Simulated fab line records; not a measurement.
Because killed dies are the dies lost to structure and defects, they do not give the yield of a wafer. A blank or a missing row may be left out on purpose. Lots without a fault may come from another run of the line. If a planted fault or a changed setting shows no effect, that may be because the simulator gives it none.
Check of tool commonality -- flow gf180mcu -- 45 wafers sampled across 15 lots

## WHY THIS WAS OPENED
GF_NWELL_TW_MEAS_11, reading NWELL_TW: flagged on 3 of 15 lots. No-fault wafers: 1565, standard deviation 11.
Rule: a lot gets a flag if all its wafers with a number sit over 4 standard deviations from that mean, or if no wafer of it has a number. The rest of the lots are taken to be sound.

lot,measured,on,"NWELL_TW, wafer by wafer",flag
L150,day 3 08:02,film-metro-03,1576 1579 1585,
L152,day 3 19:29,film-metro-04,1571 1567 1577,
L155,day 4 11:29,film-metro-01,30 30 30,FLAGGED
L156,day 4 18:23,film-metro-01,29 30 30,FLAGGED
L157,day 4 21:49,film-metro-04,30 30 30,FLAGGED
L159,day 5 09:28,film-metro-01,1556 1561 1557,
L163,day 6 07:46,film-metro-01,1556 1564 1566,
L164,day 6 12:51,film-metro-01,1569 1556 1575,
L165,day 6 18:04,film-metro-01,1563 1569 1557,
L166,day 7 00:36,film-metro-03,1588 1585 1591,
L168,day 7 11:52,film-metro-03,1577 1585 1584,
L170,day 7 21:47,film-metro-04,1565 1560 1566,
L171,day 8 03:02,film-metro-03,1563 1578 1571,
L172,day 8 07:28,film-metro-03,1568 1563 1572,
L173,day 8 14:19,film-metro-01,1556 1562 1559,
On average the flagged lots read 30, which is -1535 against the usual, or -99 or more standard deviations.

## WHICH TOOL RAN EACH LOT
The record holds 2 process steps before the reading, out of a route of 602 steps. In each cell: the tool, then ch and the chambers that the sampled wafers went through, then the start.
lot,flag,GF_DNWELL_STRIP_08,GF_NWELL_STRIP_10
L150,,"plasma-asher-04 ch 0,1, day 2 19:10","plasma-asher-01 ch 1, day 3 07:55"
L152,,"plasma-asher-04 ch 0,1, day 3 06:04","plasma-asher-01 ch 0,1, day 3 19:23"
L155,FLAGGED,"plasma-asher-03 ch 0,1, day 3 21:46","plasma-asher-02 ch 0,1, day 4 11:23"
L156,FLAGGED,"plasma-asher-04 ch 0,1, day 4 04:02","plasma-asher-02 ch 0,1, day 4 18:18"
L157,FLAGGED,"plasma-asher-01 ch 0,1, day 4 08:06","plasma-asher-02 ch 0,1, day 4 21:43"
L159,,"plasma-asher-04 ch 0,1, day 4 18:51","plasma-asher-02 ch 0,1, day 5 09:22"
L163,,"plasma-asher-01 ch 0,1, day 5 16:01","plasma-asher-01 ch 0,1, day 6 07:41"
L164,,"plasma-asher-04 ch 0,1, day 5 21:39","plasma-asher-01 ch 0,1, day 6 12:45"
L165,,"plasma-asher-01 ch 0,1, day 6 01:51","plasma-asher-02 ch 0,1, day 6 17:57"
L166,,"plasma-asher-04 ch 1, day 6 08:46","plasma-asher-01 ch 0, day 7 00:30"
L168,,"plasma-asher-03 ch 0,1, day 6 19:28","plasma-asher-01 ch 0,1, day 7 11:47"
L170,,"plasma-asher-04 ch 0,1, day 7 05:04","plasma-asher-03 ch 0,1, day 7 21:42"
L171,,"plasma-asher-01 ch 0,1, day 7 10:26","plasma-asher-01 ch 0,1, day 8 02:57"
L172,,"plasma-asher-03 ch 0, day 7 15:39","plasma-asher-03 ch 0,1, day 8 07:21"
L173,,"plasma-asher-04 ch 0, day 7 21:50","plasma-asher-01 ch 0,1, day 8 14:13"
What the steps here do:
- GF_DNWELL_STRIP_08: strips in O2/N2.
- GF_NWELL_STRIP_10: strips in O2/N2.
- GF_NWELL_TW_MEAS_11

## FLAGGED OVER TOTAL, TOOL BY TOOL (the gauges that took the reading come last)
step,tool,lots run,flagged,share of the flagged lots,sound lots run after its first flagged lot
GF_DNWELL_STRIP_08,plasma-asher-01,4,1,some,"3 (L163,L165,L171)"
GF_DNWELL_STRIP_08,plasma-asher-03,3,1,some,"2 (L168,L172)"
GF_DNWELL_STRIP_08,plasma-asher-04,8,1,some,"5 (L159,L164,L166,L170,L173)"
GF_NWELL_STRIP_10,plasma-asher-01,8,0,none,-
GF_NWELL_STRIP_10,plasma-asher-02,5,3,all,"2 (L159,L165)"
GF_NWELL_STRIP_10,plasma-asher-03,2,0,none,-
GF_NWELL_TW_MEAS_11,film-metro-01,7,2,some,"5 (L159,L163,L164,L165,L173)"
GF_NWELL_TW_MEAS_11,film-metro-03,5,0,none,-
GF_NWELL_TW_MEAS_11,film-metro-04,3,1,some,1 (L170)

## WHAT THE TABLE PERMITS
Rows of the table that ran each flagged lot: 1, that is plasma-asher-02 at GF_NWELL_STRIP_10.
- plasma-asher-02 at GF_NWELL_STRIP_10 ran 5 lots, 3 of them flagged. Sound lots followed the first flagged one (L159, L165) on it, something a lasting fault affecting the whole tool could not allow. Its own readings (strip-time-to-endpoint-s) fall more than 4 standard deviations out on all wafers of the flagged lots.
None of the table's rows ran every flagged lot and, after the first, no sound lot.

## WHAT WAS PUT IN BY THE SIMULATOR
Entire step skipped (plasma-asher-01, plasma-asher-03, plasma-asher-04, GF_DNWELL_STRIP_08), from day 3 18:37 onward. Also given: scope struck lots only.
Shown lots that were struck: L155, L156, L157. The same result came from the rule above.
